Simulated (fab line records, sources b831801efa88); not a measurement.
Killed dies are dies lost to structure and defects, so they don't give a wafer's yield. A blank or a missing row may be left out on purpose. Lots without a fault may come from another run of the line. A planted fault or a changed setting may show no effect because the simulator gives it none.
fab line records | flow sky130
record lots=5 wafers=15 last_day=50
route steps=708 shown METAL4@598 CAP2M@603
lots that met no fault: from a run of the same line without faults
start_h: hours from the record's first day to the start of the lot's first wafer shown | wait_h: hours since the lot's step before | " the same as in the row above | L1.1+2: a row that stands for several wafers | - no value, or no start given | * or withheld: withheld | < > ~ a bound
route shown NAME@n: a module of which the file shows steps, and the number in the route of the first | usual: mean/standard deviation of fault-free wafers | same: alike in all rows | chamber/n: place in a boat | sites: the reading at each site | _std_site: their standard deviation | _edge_site: outer sites' mean less inner sites' | radius_mm: how far each site lies from the wafer's centre | mask NAME#n: copy n | behind: the tool/chamber that last shaped the wafer | hold: why the lot was held/for how many hours/how that ended | device: the transistor (n, p or np) that didn't switch | end of line: the same wafers' tests at the end of the route | a step without rows: its recipe alone | killed: dies lost to structure and defects at the first sort, not the wafer's yield | map: a wafer's dies, x killed, . not, _ none there
set.NAME: the setting as run; set.NAME@STEP: as run at that earlier step | model.NAME: the simulator's own value behind a step, which no gauge read
lots at some steps of the route; a table a step, a row a wafer
services: from which hour (start_h, from the record's first day; less than 0 if before it) a tool's chamber was out of use, for how many hours, and why
## steps
# step SKY_METAL4_SPUTTER_00
# recipe material=Ti target_thk_nm=15 power_w=3000 time_s=10 chamber_pressure_pa=0.4
# usual cathode_dc_power_W=3000.0/0.58 throttle_valve_pct=29.6/1.6
# columns lot.wafer tool chamber start_h wait_h cathode_dc_power_W throttle_valve_pct
L075.2 pvd_sputter-04 - 940.06 0.1 2999.3 30.6
L075.3 " - " " 3001.8 28.8
L075.6 " - " " 2999.7 31.2
L083.2 pvd_sputter-02 - 1007.82 0.2 2999.9 29.3
L083.4 " - " " 2999.5 26.6
L083.6 " - " " 3000.1 26.9
L086.2 pvd_sputter-02 - 1019.30 0.2 2999.9 29.1
L086.3 " - " " 2999.8 26.9
L086.5 " - " " 3000.4 30.5
L092.1 pvd_sputter-02 - 1050.78 0.1 3000.0 29.3
L092.3 " - " " 2999.1 31.5
L092.5 " - " " 3000.6 29.3
L097.3 pvd_sputter-04 - 1081.77 0.1 2999.7 31.0
L097.5 " - " " 2999.8 30.6
L097.6 " - " " 3000.0 31.1
# step SKY_METAL4_SPUTTER_01
# recipe material=TiN target_thk_nm=20 power_w=6500 time_s=16.7 chamber_pressure_pa=0.4
# usual cathode_dc_power_W=6500.1/1.1 throttle_valve_pct=29.6/1.7
# columns lot.wafer tool chamber start_h wait_h cathode_dc_power_W throttle_valve_pct
L075.2 pvd_sputter-04 - 940.08 0.0 6499.8 30.7
L075.3 " - " " 6501.9 29.0
L075.6 " - " " 6502.1 31.4
L083.2 pvd_sputter-02 - 1007.84 0.0 6500.9 29.4
L083.4 " - " " 6499.7 26.9
L083.6 " - " " 6499.5 27.0
L086.2 pvd_sputter-02 - 1019.33 0.0 6502.4 29.4
L086.3 " - " " 6500.4 26.6
L086.5 " - " " 6501.0 30.4
L092.1 pvd_sputter-02 - 1050.80 0.0 6499.9 29.1
L092.3 " - " " 6499.8 31.9
L092.5 " - " " 6500.5 28.9
L097.3 pvd_sputter-04 - 1081.80 0.0 6499.3 31.5
L097.5 " - " " 6500.3 30.6
L097.6 " - " " 6500.4 30.9
# step SKY_METAL4_SPUTTER_02
# recipe material=AlCu target_thk_nm=735 power_w=10600 time_s=39.1 chamber_pressure_pa=0.4
# usual cathode_dc_power_W=10600/2.2 throttle_valve_pct=29.6/1.7
# columns lot.wafer tool chamber start_h wait_h cathode_dc_power_W throttle_valve_pct
L075.2 pvd_sputter-04 - 940.10 0.0 10600 30.7
L075.3 " - " " 10601 28.9
L075.6 " - " " 10599 31.3
L083.2 pvd_sputter-02 - 1007.87 0.0 10600 29.5
L083.4 " - " " 10599 26.7
L083.6 " - " " 10600 26.9
L086.2 pvd_sputter-02 - 1019.35 0.0 10598 29.1
L086.3 " - " " 10602 26.9
L086.5 " - " " 10598 30.5
L092.1 pvd_sputter-02 - 1050.83 0.0 10599 29.3
L092.3 " - " " 10601 31.3
L092.5 " - " " 10598 29.3
L097.3 pvd_sputter-04 - 1081.82 0.0 10599 31.0
L097.5 " - " " 10597 30.7
L097.6 " - " " 10604 31.0
# step SKY_METAL4_SPUTTER_03
# recipe material=Ti target_thk_nm=5 power_w=3000 time_s=3.3 chamber_pressure_pa=0.4
# usual cathode_dc_power_W=3000.1/0.54 throttle_valve_pct=29.6/1.7
# columns lot.wafer tool chamber start_h wait_h cathode_dc_power_W throttle_valve_pct
L075.2 pvd_sputter-04 - 940.14 0.0 2998.8 30.6
L075.3 " - " " 2999.9 29.1
L075.6 " - " " 3000.4 31.2
L083.2 pvd_sputter-02 - 1007.91 0.0 3000.3 29.2
L083.4 " - " " 2999.6 26.9
L083.6 " - " " 3000.2 26.8
L086.2 pvd_sputter-02 - 1019.39 0.0 3000.0 29.6
L086.3 " - " " 2999.8 26.9
L086.5 " - " " 2999.0 30.3
L092.1 pvd_sputter-02 - 1050.87 0.0 3001.0 29.4
L092.3 " - " " 2999.6 31.6
L092.5 " - " " 2999.8 29.4
L097.3 pvd_sputter-04 - 1081.86 0.0 3000.8 31.2
L097.5 " - " " 3000.9 31.0
L097.6 " - " " 2999.7 31.1
# step SKY_METAL4_SPUTTER_04
# recipe material=TiN target_thk_nm=70 power_w=6500 time_s=58.3 chamber_pressure_pa=0.4
# usual cathode_dc_power_W=6500.0/1.3 throttle_valve_pct=29.6/1.7
# columns lot.wafer tool chamber start_h wait_h cathode_dc_power_W throttle_valve_pct
L075.2 pvd_sputter-04 - 940.16 0.0 6500.1 30.6
L075.3 " - " " 6501.2 29.2
L075.6 " - " " 6501.3 31.0
L083.2 pvd_sputter-02 - 1007.93 0.0 6500.2 29.3
L083.4 " - " " 6500.7 26.9
L083.6 " - " " 6499.3 26.8
L086.2 pvd_sputter-02 - 1019.41 0.0 6501.4 29.3
L086.3 " - " " 6501.2 27.0
L086.5 " - " " 6501.0 30.4
L092.1 pvd_sputter-02 - 1050.89 0.0 6498.8 29.3
L092.3 " - " " 6499.7 31.6
L092.5 " - " " 6499.4 29.5
L097.3 pvd_sputter-04 - 1081.88 0.0 6501.8 31.3
L097.5 " - " " 6498.3 30.7
L097.6 " - " " 6499.2 31.1
# step SKY_CAP2M_CVD_00
# recipe material=SiO2 target_thk_nm=15.5 temp_c=400 time_s=withheld rf_w=450
# usual heater_power_w=730/110
# columns lot.wafer tool chamber start_h wait_h heater_power_w
L075.2 pecvd-01 1 940.21 0.0 672
L075.3 " 2 " " 679
L075.6 " 0 " " 798
L083.2 pecvd-01 2 1007.97 0.0 763
L083.4 " 2 " " 780
L083.6 " 0 " " 840
L086.2 pecvd-03 0 1019.46 0.0 591
L086.3 " 2 " " 520
L086.5 " 1 " " 669
L092.1 pecvd-03 2 1050.94 0.0 598
L092.3 " 1 " " 703
L092.5 " 1 " " 684
L097.3 pecvd-02 1 1081.93 0.0 882
L097.5 " 0 " " 705
L097.6 " 2 " " 848
# step SKY_CAP2M_THK_MEAS_01
# recipe reads=SiO2_of_CAP2M_CVD_00
# usual CAP2M_CVD_00_THK=15.48/0.22
# columns lot.wafer tool chamber start_h wait_h CAP2M_CVD_00_THK[nm]
L075.2 film_metro-02 - 940.24 - 15.71
L075.3 " - " " 15.24
L075.6 " - " " 16.15
L083.2 film_metro-02 - 1008.02 - 15.28
L083.4 " - " " 15.29
L083.6 " - " " 15.43
L086.2 film_metro-04 - 1019.49 - 15.32
L086.3 " - " " 15.24
L086.5 " - " " 15.53
L092.1 film_metro-02 - 1050.96 - 15.17
L092.3 " - " " 14.69
L092.5 " - " " 15.16
L097.3 film_metro-03 - 1081.97 - 15.25
L097.5 " - " " 15.62
L097.6 " - " " 15.48
# step SKY_CAP2M_SPUTTER_02
# recipe material=TiN target_thk_nm=200 temp_c=300 power_w=6500 time_s=166.7 chamber_pressure_pa=0.4
# usual cathode_dc_power_W=6499.9/1.1 throttle_valve_pct=29.2/1.1
# columns lot.wafer tool chamber start_h wait_h cathode_dc_power_W throttle_valve_pct
L075.2 pvd_sputter-03 - 940.29 0.0 6500.1 29.2
L075.3 " - " " 6500.5 29.6
L075.6 " - " " 6500.3 29.5
L083.2 pvd_sputter-01 - 1008.07 0.0 6500.3 29.6
L083.4 " - " " 6501.5 28.3
L083.6 " - " " 6498.9 29.5
L086.2 pvd_sputter-03 - 1019.54 0.0 6501.1 28.8
L086.3 " - " " 6499.4 29.6
L086.5 " - " " 6503.1 29.0
L092.1 pvd_sputter-03 - 1051.02 0.1 6498.7 29.1
L092.3 " - " " 6499.1 29.7
L092.5 " - " " 6499.9 29.1
L097.3 pvd_sputter-02 - 1082.01 0.0 6497.2 30.5
L097.5 " - " " 6500.3 26.9
L097.6 " - " " 6500.5 31.5
# step SKY_CAP2M_RS_MEAS_03
# recipe thk_meas_gauge=four-point-probe reads=TiN_of_CAP2M_SPUTTER_02
# usual CAP2M_TIN_RS=6.90/0.074
# columns lot.wafer tool chamber start_h wait_h CAP2M_TIN_RS[ohm/sq]
L075.2 film_metro-03 - 940.42 0.1 6.89
L075.3 " - " " 6.93
L075.6 " - " " 6.91
L083.2 film_metro-04 - 1008.20 0.1 6.96
L083.4 " - " " 6.88
L083.6 " - " " 6.85
L086.2 film_metro-02 - 1019.67 0.1 6.77
L086.3 " - " " 6.87
L086.5 " - " " 6.79
L092.1 film_metro-02 - 1051.13 0.1 6.85
L092.3 " - " " 6.85
L092.5 " - " " 6.82
L097.3 film_metro-02 - 1082.16 0.1 6.84
L097.5 " - " " 6.93
L097.6 " - " " 6.80
# step SKY_CAP2M_THK_MEAS_04
# recipe thk_meas_gauge=xrf reads=TiN_of_CAP2M_SPUTTER_02
# usual CAP2M_TIN_THK=203.2/2.3
# columns lot.wafer tool chamber start_h wait_h CAP2M_TIN_THK[nm]
L075.2 film_metro-03 - 940.53 0.1 203.0
L075.3 " - " " 201.3
L075.6 " - " " 202.4
L083.2 film_metro-04 - 1008.31 0.1 201.8
L083.4 " - " " 202.9
L083.6 " - " " 203.7
L086.2 film_metro-02 - 1019.78 0.1 208.2
L086.3 " - " " 203.4
L086.5 " - " " 206.7
L092.1 film_metro-02 - 1051.25 0.1 205.5
L092.3 " - " " 205.1
L092.5 " - " " 206.0
L097.3 film_metro-02 - 1082.26 0.1 204.6
L097.5 " - " " 202.8
L097.6 " - " " 206.1
# step SKY_CAP2M_DEHYDRATE_05
# recipe temp_c=200 time_s=60
# columns lot.wafer tool chamber start_h wait_h
L075.2+3+6 litho_track-01 0 950.77 10.2
L083.2+4+6 litho_track-03 0 1019.33 11.0
L086.2+3+5 litho_track-03 0 1029.88 10.1
L092.1+3+5 litho_track-01 0 1062.59 11.3
L097.3+5+6 litho_track-04 0 1093.17 10.9
# step SKY_CAP2M_HMDS_06
# recipe prime_time_s=60 prime_temp_c=120
# columns lot.wafer tool chamber start_h wait_h
L075.2+3+6 litho_track-01 0 950.92 0.1
L083.2+4+6 litho_track-03 0 1019.48 0.1
L086.2+3+5 litho_track-03 0 1030.03 0.1
L092.1+3+5 litho_track-01 0 1062.74 0.1
L097.3+5+6 litho_track-04 0 1093.32 0.1
# step SKY_CAP2M_COAT_07
# recipe resist=NOVOLAK spin_rpm=3000 resist_thk_nm=1140
# columns lot.wafer tool chamber start_h wait_h
L075.2+3+6 litho_track-01 0 951.07 0.1
L083.2+4+6 litho_track-03 0 1019.63 0.1
L086.2+3+5 litho_track-03 0 1030.18 0.1
L092.1+3+5 litho_track-01 0 1062.89 0.1
L097.3+5+6 litho_track-04 0 1093.47 0.1
# step SKY_CAP2M_SOFTBAKE_08
# recipe temp_c=90 time_s=60 resist=NOVOLAK
# columns lot.wafer tool chamber start_h wait_h
L075.2+3+6 litho_track-01 0 951.22 0.1
L083.2+4+6 litho_track-03 0 1019.78 0.1
L086.2+3+5 litho_track-03 0 1030.33 0.1
L092.1+3+5 litho_track-01 0 1063.04 0.1
L097.3+5+6 litho_track-04 0 1093.62 0.1
# step SKY_CAP2M_EXPOSE_09
# recipe mask_id=CAP2M na=0.6 source_shape=conventional sigma_outer=0.6 polarization=unpolarized target_cd_nm=1000 dose_mj=159
# usual reticle_temp_C=22.97/0.1
# columns lot.wafer tool chamber start_h wait_h mask reticle_temp_C
L075.2 iline_stepper-02 0 - - CAP2M#0 22.98
L075.3 " 0 " " CAP2M#0 22.96
L075.6 " 0 " " CAP2M#0 23.00
L083.2 iline_stepper-01 0 - - CAP2M#0 22.93
L083.4 " 0 " " CAP2M#0 23.06
L083.6 " 0 " " CAP2M#0 22.97
L086.2 iline_stepper-01 0 - - CAP2M#0 22.91
L086.3 " 0 " " CAP2M#0 22.89
L086.5 " 0 " " CAP2M#0 23.03
L092.1 iline_stepper-01 0 - - CAP2M#0 22.99
L092.3 " 0 " " CAP2M#0 23.05
L092.5 " 0 " " CAP2M#0 22.93
L097.3 iline_stepper-01 0 - - CAP2M#0 22.85
L097.5 " 0 " " CAP2M#0 22.74
L097.6 " 0 " " CAP2M#0 22.98
# step SKY_CAP2M_PEB_10
# recipe temp_c=withheld time_s=* resist=NOVOLAK
# columns lot.wafer tool chamber start_h wait_h
L075.2+3+6 litho_track-01 0 - -
L083.2+4+6 litho_track-01 0 - -
L086.2+3+5 litho_track-04 0 - -
L092.1+3+5 litho_track-03 0 - -
L097.3+5+6 litho_track-03 0 - -
# step SKY_CAP2M_DEVELOP_11
# recipe resist=NOVOLAK developer=TMAH develop_time_s=60 dev_temp_c=23
# columns lot.wafer tool chamber start_h wait_h
L075.2+3+6 litho_track-01 0 963.52 0.1
L083.2+4+6 litho_track-01 0 1030.57 0.1
L086.2+3+5 litho_track-04 0 1042.14 0.1
L092.1+3+5 litho_track-03 0 1074.30 0.1
L097.3+5+6 litho_track-03 0 1102.75 0.1
# step SKY_CAP2M_OVL_MEAS_12
# usual CAP2M_OVL=0.7/1.4
# columns lot.wafer tool chamber start_h wait_h CAP2M_OVL[nm]
L075.2 overlay-02 - 963.65 0.1 0.8
L075.3 " - " " -1.3
L075.6 " - " " 0.5
L083.2 overlay-02 - 1030.70 0.1 0.3
L083.4 " - " " 1.9
L083.6 " - " " 1.2
L086.2 overlay-02 - 1042.27 0.1 -1.7
L086.3 " - " " 0.3
L086.5 " - " " 0.1
L092.1 overlay-02 - 1074.45 0.1 1.9
L092.3 " - " " 1.7
L092.5 " - " " 2.4
L097.3 overlay-01 - 1102.86 0.1 1.2
L097.5 " - " " 0.2
L097.6 " - " " 1.0
# step SKY_CAP2M_METAL_ETCH_13
# recipe target_depth_nm=220 stop_on=SiO2 chemistry=Cl2/BCl3 target=TiN pressure_mtorr=10 icp_w=900 bias_w=48.5 Cl2_flow_sccm=60 bcl3_flow_sccm=30 time_s=62.9
# usual bias_w=48.51/0.13 drypump_motor_current_A=5.9/0.39 oes_product_au=0.943/0.0077 throttle_valve_pct=21.902/0.0088
# columns lot.wafer tool chamber start_h wait_h bias_w drypump_motor_current_A oes_product_au rf_hours_counter_h throttle_valve_pct
L075.2 rie_metal-01 1 963.68 0.0 48.79 6.2 0.937 4 21.897
L075.3 " 0 " " 48.52 5.7 0.950 - 21.902
L075.6 " 0 " " 48.51 5.7 0.946 - 21.906
L083.2 rie_metal-01 0 1030.73 0.0 48.42 5.7 0.938 16 21.904
L083.4 " 0 " " 48.32 5.7 0.944 - 21.897
L083.6 " 0 " " 48.26 5.7 0.947 - 21.896
L086.2 rie_metal-02 0 1042.30 0.0 48.49 6.2 0.959 11 21.886
L086.3 " 0 " " 48.61 6.2 0.942 - 21.899
L086.5 " 0 " " 48.61 6.2 0.955 - 21.896
L092.1 rie_metal-02 1 1074.49 0.0 48.66 5.6 0.940 6 21.890
L092.3 " 1 " " 48.61 5.6 0.949 - 21.886
L092.5 " 1 " " 48.63 5.5 0.948 - 21.906
L097.3 rie_metal-01 0 1102.91 0.0 48.46 5.7 0.947 - 21.886
L097.5 " 0 " " 48.56 5.7 0.942 - 21.908
L097.6 " 1 " " 48.49 6.2 0.950 - 21.896
# step SKY_CAP2M_STRIP_14
# recipe chemistry=O2/N2 power_w=1400 pressure_mtorr=1500 platen_temp_c=withheld o2_flow_sccm=3000 n2_flow_sccm=300 overash_fraction=0.5
# usual drypump_motor_current_A=5.3/0.39 oes_product_au=0.710/0.0045 strip_time_to_endpoint_s=12.66/0.042
# columns lot.wafer tool chamber start_h wait_h drypump_motor_current_A oes_product_au rf_hours_counter_h strip_time_to_endpoint_s
L075.2 plasma_asher-04 0 963.76 0.1 5.5 0.708 83 12.60
L075.3 " 0 " " 5.5 0.714 - 12.62
L075.6 " 1 " " 5.3 0.709 - 12.59
L083.2 plasma_asher-03 1 1030.81 0.1 5.2 0.718 59 12.58
L083.4 " 0 " " 5.2 0.699 - 12.63
L083.6 " 0 " " 5.3 0.715 - 12.65
L086.2 plasma_asher-01 0 1042.38 0.1 5.9 0.711 30 12.70
L086.3 " 1 " " 4.7 0.706 - 12.69
L086.5 " 1 " " 4.8 0.707 - 12.70
L092.1 plasma_asher-01 1 1074.64 0.1 4.7 0.715 33 12.68
L092.3 " 0 " " 5.8 0.709 - 12.65
L092.5 " 1 " " 4.7 0.703 - 12.66
L097.3 plasma_asher-03 0 1103.00 0.1 5.2 0.709 - 12.65
L097.5 " 1 " " 5.2 0.708 - 12.61
L097.6 " 0 " " 5.2 0.709 - 12.65
# step SKY_CAP2M_STRIP_15
# recipe chemistry=post_etch_residue_remover time_s=1200 temp_c=72.5
# columns lot.wafer tool chamber start_h wait_h
L075.2+3+6 wet_bench-01 2 963.86 0.1
L083.2+4+6 wet_bench-01 0 1030.91 0.1
L086.2+3+5 wet_bench-03 1 1042.48 0.1
L092.1+3+5 wet_bench-01 3 1074.74 0.1
L097.3+5+6 wet_bench-01 3 1103.06 0.0
# step SKY_CAP2M_CLEAN_16
# recipe chemistry=IPA time_s=180 temp_c=25
# columns lot.wafer tool chamber start_h wait_h
L075.2+3+6 wet_bench-03 1 964.20 0.0
L083.2+4+6 wet_bench-03 1 1031.25 0.0
L086.2+3+5 wet_bench-03 3 1042.82 0.0
L092.1+3+5 wet_bench-01 3 1075.08 0.0
L097.3+5+6 wet_bench-03 3 1103.41 0.0
# step SKY_CAP2M_CLEAN_17
# recipe chemistry=O3/DIW dry=n2_spin
# columns lot.wafer tool chamber start_h wait_h
L075.2+3+6 wet_bench-01 3 964.26 0.0
L083.2+4+6 wet_bench-04 2 1031.31 0.0
L086.2+3+5 wet_bench-03 1 1042.88 0.0
L092.1+3+5 wet_bench-01 2 1075.14 0.0
L097.3+5+6 wet_bench-04 3 1103.47 0.0
# step SKY_METAL4_DEHYDRATE_05
# recipe temp_c=200 time_s=60
# columns lot.wafer tool chamber start_h wait_h
L075.2+3+6 litho_track-01 0 974.77 10.4
L083.2+4+6 litho_track-01 0 1042.42 11.0
L086.2+3+5 litho_track-02 0 1053.56 10.6
L092.1+3+5 litho_track-01 0 1086.14 10.9
L097.3+5+6 litho_track-02 0 1112.93 9.4
# step SKY_METAL4_HMDS_06
# recipe prime_time_s=60 prime_temp_c=120
# columns lot.wafer tool chamber start_h wait_h
L075.2+3+6 litho_track-01 0 974.92 0.1
L083.2+4+6 litho_track-01 0 1042.57 0.1
L086.2+3+5 litho_track-02 0 1053.71 0.1
L092.1+3+5 litho_track-01 0 1086.29 0.1
L097.3+5+6 litho_track-02 0 1113.08 0.1
# step SKY_METAL4_COAT_07
# recipe resist=BARC temp_c=withheld time_s=withheld spin_rpm=3000 resist_thk_nm=60
# columns lot.wafer tool chamber start_h wait_h
L075.2+3+6 litho_track-01 0 975.07 0.1
L083.2+4+6 litho_track-01 0 1042.72 0.1
L086.2+3+5 litho_track-02 0 1053.86 0.1
L092.1+3+5 litho_track-01 0 1086.44 0.1
L097.3+5+6 litho_track-02 0 1113.23 0.1
# step SKY_METAL4_COAT_08
# recipe resist=KrF-thick spin_rpm=3000 resist_thk_nm=1140
# columns lot.wafer tool chamber start_h wait_h
L075.2+3+6 litho_track-01 0 - -
L083.2+4+6 litho_track-01 0 - -
L086.2+3+5 litho_track-02 0 - -
L092.1+3+5 litho_track-01 0 - -
L097.3+5+6 litho_track-02 0 - -
# step SKY_METAL4_SOFTBAKE_09
# recipe temp_c=100 time_s=90 resist=KrF-thick
# columns lot.wafer tool chamber start_h wait_h
L075.2+3+6 litho_track-01 0 - -
L083.2+4+6 litho_track-01 0 - -
L086.2+3+5 litho_track-02 0 - -
L092.1+3+5 litho_track-01 0 - -
L097.3+5+6 litho_track-02 0 - -
# step SKY_METAL4_EXPOSE_10
# recipe mask_id=MM4 na=0.68 source_shape=annular sigma_inner=0.4 sigma_outer=0.8 target_cd_nm=300 dose_mj=28
# usual reticle_temp_C=22.98/0.12
# columns lot.wafer tool chamber start_h wait_h mask reticle_temp_C
L075.2 krf_scanner-01 0 - - MM4#0 22.92
L075.3 " 0 " " MM4#0 22.95
L075.6 " 0 " " MM4#0 23.01
L083.2 krf_scanner-02 0 - - MM4#0 23.04
L083.4 " 0 " " MM4#0 22.77
L083.6 " 0 " " MM4#0 22.81
L086.2 krf_scanner-01 0 - - MM4#0 23.07
L086.3 " 0 " " MM4#0 22.92
L086.5 " 0 " " MM4#0 22.94
L092.1 krf_scanner-02 0 - - MM4#0 23.23
L092.3 " 0 " " MM4#0 23.18
L092.5 " 0 " " MM4#0 23.10
L097.3 krf_scanner-01 0 - - MM4#0 22.97
L097.5 " 0 " " MM4#0 23.06
L097.6 " 0 " " MM4#0 22.97
# step SKY_METAL4_PEB_11
# recipe peb_temp_c=withheld peb_time_s=withheld resist=KrF-thick
# columns lot.wafer tool chamber start_h wait_h
L075.2+3+6 litho_track-03 0 - -
L083.2+4+6 litho_track-01 0 - -
L086.2+3+5 litho_track-01 0 - -
L092.1+3+5 litho_track-03 0 - -
L097.3+5+6 litho_track-02 0 - -
# step SKY_METAL4_DEVELOP_12
# recipe develop_time_s=60 resist=KrF-thick dev_temp_c=21
# columns lot.wafer tool chamber start_h wait_h
L075.2+3+6 litho_track-03 0 - -
L083.2+4+6 litho_track-01 0 - -
L086.2+3+5 litho_track-01 0 - -
L092.1+3+5 litho_track-03 0 - -
L097.3+5+6 litho_track-02 0 - -
# step SKY_METAL4_CD_MEAS_13
# recipe target_cd_nm=300
# usual cd_nm=300.0/1.4
# columns lot.wafer tool chamber start_h wait_h cd_nm
L075.2 cd_sem-01 - 988.03 - 301.8
L075.3 " - " " 300.8
L075.6 " - " " 300.9
L083.2 cd_sem-01 - 1054.21 - 300.3
L083.4 " - " " 300.9
L083.6 " - " " 300.2
L086.2 cd_sem-01 - 1066.06 - 298.6
L086.3 " - " " 298.3
L086.5 " - " " 297.9
L092.1 cd_sem-01 - 1096.70 - 300.8
L092.3 " - " " 300.8
L092.5 " - " " 300.6
L097.3 cd_sem-02 - 1122.87 - 299.6
L097.5 " - " " 298.3
L097.6 " - " " 300.0
# step SKY_METAL4_OVL_MEAS_14
# usual METAL4_OVL=-2/5
# columns lot.wafer tool chamber start_h wait_h METAL4_OVL[nm]
L075.2 overlay-02 - 988.14 0.1 -2
L075.3 " - " " 1
L075.6 " - " " 3
L083.2 overlay-01 - 1054.32 0.1 -1
L083.4 " - " " -6
L083.6 " - " " -1
L086.2 overlay-02 - 1066.17 0.1 -4
L086.3 " - " " -1
L086.5 " - " " -2
L092.1 overlay-02 - 1096.82 0.1 -3
L092.3 " - " " 0
L092.5 " - " " -1
L097.3 overlay-02 - 1122.96 0.1 2
L097.5 " - " " 0
L097.6 " - " " -1
# step SKY_METAL4_DESCUM_15
# recipe chemistry=O2 source_power_w=150 bias_power_w=0 pressure_mtorr=10 temp_c=40 time_s=8
# usual drypump_motor_current_A=6.0/0.32 oes_product_au=1.001/0.012
# same bias_power_w=0
# columns lot.wafer tool chamber start_h wait_h drypump_motor_current_A oes_product_au rf_hours_counter_h
L075.2 rie_metal-02 1 988.17 0.0 5.6 1.017 20
L075.3 " 0 " " 6.2 0.992 -
L075.6 " 0 " " 6.2 0.972 -
L083.2 rie_metal-01 1 1054.35 0.0 6.2 0.999 10
L083.4 " 0 " " 5.7 1.010 -
L083.6 " 0 " " 5.7 1.007 -
L086.2 rie_metal-01 0 1066.20 0.0 5.7 1.009 19
L086.3 " 1 " " 6.1 1.008 -
L086.5 " 1 " " 6.2 1.009 -
L092.1 rie_metal-02 0 1096.86 0.0 6.3 0.993 13
L092.3 " 1 " " 5.5 1.002 -
L092.5 " 1 " " 5.6 1.021 -
L097.3 rie_metal-03 1 1123.00 0.0 6.3 0.994 -
L097.5 " 0 " " 6.4 1.012 -
L097.6 " 1 " " 6.3 0.985 -
# step SKY_METAL4_ETCH_16
# recipe chemistry=N2/H2 target=BARC ion_energy_ev=200 bias_w=100 pressure_mtorr=30 n2_flow_sccm=100 h2_flow_sccm=200 icp_w=500 stop_on=SiO2 time_s=88.2 target_depth_a=600
# usual bias_w=100.1/0.32 drypump_motor_current_A=6.0/0.32 oes_product_au=0.627/0.0045 throttle_valve_pct=13.205/0.0097
# columns lot.wafer tool chamber start_h wait_h bias_w drypump_motor_current_A oes_product_au rf_hours_counter_h throttle_valve_pct
L075.2 rie_metal-02 1 988.20 0.0 99.5 5.6 0.634 20 13.220
L075.3 " 0 " " 99.8 6.2 0.628 - 13.213
L075.6 " 0 " " 99.7 6.2 0.629 - 13.204
L083.2 rie_metal-01 1 1054.38 0.0 100.1 6.2 0.627 10 13.208
L083.4 " 0 " " 100.5 5.7 0.634 - 13.206
L083.6 " 0 " " 100.2 5.7 0.627 - 13.200
L086.2 rie_metal-01 0 1066.23 0.0 100.3 5.7 0.631 19 13.210
L086.3 " 1 " " 100.4 6.2 0.625 - 13.199
L086.5 " 1 " " 100.5 6.2 0.628 - 13.202
L092.1 rie_metal-02 0 1096.89 0.0 100.8 6.2 0.628 13 13.214
L092.3 " 1 " " 99.7 5.6 0.625 - 13.197
L092.5 " 1 " " 100.0 5.6 0.635 - 13.203
L097.3 rie_metal-03 1 1123.05 0.0 100.1 6.2 0.629 - 13.203
L097.5 " 0 " " 100.0 6.4 0.627 - 13.205
L097.6 " 1 " " 100.7 6.3 0.632 - 13.190
# step SKY_METAL4_ETCH_17
# recipe target=SiO2 stop_on=TiN chemistry=C4F8/O2/Ar source_w=1500 bias_w=1200 pressure_mtorr=40 c4f8_flow_sccm=withheld O2_flow_sccm=6 Ar_flow_sccm=300 time_s=3.9 target_depth_a=150
# usual bias_w=1200/3.8 oes_product_au=0.754/0.0073
# columns lot.wafer tool chamber start_h wait_h bias_w oes_product_au rf_hours_counter_h
L075.2 rie_diel-02 0 988.30 0.1 1201 0.760 8
L075.3 " 1 " " 1198 0.748 14
L075.6 " 3 " " 1202 0.769 -
L083.2 rie_diel-04 0 1054.48 0.1 1195 0.749 12
L083.4 " 3 " " 1204 0.754 23
L083.6 " 0 " " 1198 0.755 -
L086.2 rie_diel-01 0 1066.33 0.1 1202 0.753 6
L086.3 " 2 " " 1208 0.744 10
L086.5 " 3 " " 1202 0.758 -
L092.1 rie_diel-02 0 1096.99 0.1 1197 0.745 12
L092.3 " 2 " " 1194 0.734 15
L092.5 " 3 " " 1201 0.744 -
L097.3 rie_diel-02 0 1123.12 0.0 1200 0.742 13
L097.5 " 2 " " 1206 0.752 -
L097.6 " 3 " " 1200 0.753 -
# step SKY_METAL4_METAL_ETCH_18
# recipe target_depth_a=8450 stop_on=SiO2 over_etch_frac=0.3 time_s=183.1 chemistry=Cl2/BCl3 resist_sidewall_deg=88 pressure_mtorr=10 icp_w=900 bias_w=48.5 Cl2_flow_sccm=60 bcl3_flow_sccm=30
# usual bias_w=48.48/0.14 drypump_motor_current_A=6.0/0.32 oes_product_au=0.866/0.0057 throttle_valve_pct=22.264/0.0095
# columns lot.wafer tool chamber start_h wait_h bias_w drypump_motor_current_A oes_product_au rf_hours_counter_h throttle_valve_pct
L075.2 rie_metal-03 0 988.32 0.0 48.54 6.4 0.865 11 22.273
L075.3 " 0 " " 48.47 6.4 0.864 - 22.262
L075.6 " 0 " " 48.78 6.4 0.860 - 22.272
L083.2 rie_metal-03 1 1054.50 0.0 48.22 6.3 0.866 18 22.255
L083.4 " 1 " " 48.20 6.2 0.869 - 22.266
L083.6 " 1 " " 48.51 6.2 0.864 - 22.259
L086.2 rie_metal-02 1 1066.41 0.1 48.16 5.5 0.870 - 22.252
L086.3 " 1 " " 48.52 5.5 0.868 - 22.252
L086.5 " 1 " " 48.21 5.6 0.873 - 22.253
L092.1 rie_metal-01 0 1097.01 0.0 48.54 5.7 0.879 21 22.265
L092.3 " 0 " " 48.54 5.7 0.865 - 22.258
L092.5 " 0 " " 48.57 5.6 0.861 - 22.258
L097.3 rie_metal-01 0 1123.20 0.1 48.49 5.7 0.861 - 22.246
L097.5 " 1 " " 48.43 6.2 0.872 - 22.274
L097.6 " 0 " " 48.36 5.7 0.858 - 22.272
## services
# columns tool chamber start_h hours kind
pecvd-01 - 917.55 2.5 repair
pecvd-01 1 926.68 7.2 repair
krf_scanner-01 - 939.96 3.6 pm
krf_scanner-02 - 943.51 1.0 pm
rie_metal-03 - 947.44 2.8 pm
krf_scanner-01 - 948.09 1.0 pm
krf_scanner-01 - 949.09 0.8 pm
wet_bench-04 - 955.08 1.3 repair
rie_diel-02 2 962.28 14.0 repair
plasma_asher-01 - 966.57 1.1 repair
krf_scanner-02 - 974.39 3.6 pm
iline_stepper-01 - 980.60 8.6 repair
pvd_sputter-03 - 1003.82 0.9 repair
rie_metal-03 - 1005.45 28.1 pm
rie_diel-02 1 1015.69 13.7 repair
rie_metal-02 0 1049.72 31.4 repair
krf_scanner-01 - 1067.38 1.3 pm
rie_metal-03 1 1072.53 12.8 repair
iline_stepper-01 - 1078.48 1.7 pm
rie_metal-03 - 1098.97 0.6 repair
rie_diel-02 2 1100.64 15.4 repair
krf_scanner-01 - 1114.99 4.4 pm
krf_scanner-01 - 1119.37 1.0 pm
krf_scanner-01 - 1120.37 0.8 pm
## key
fault none
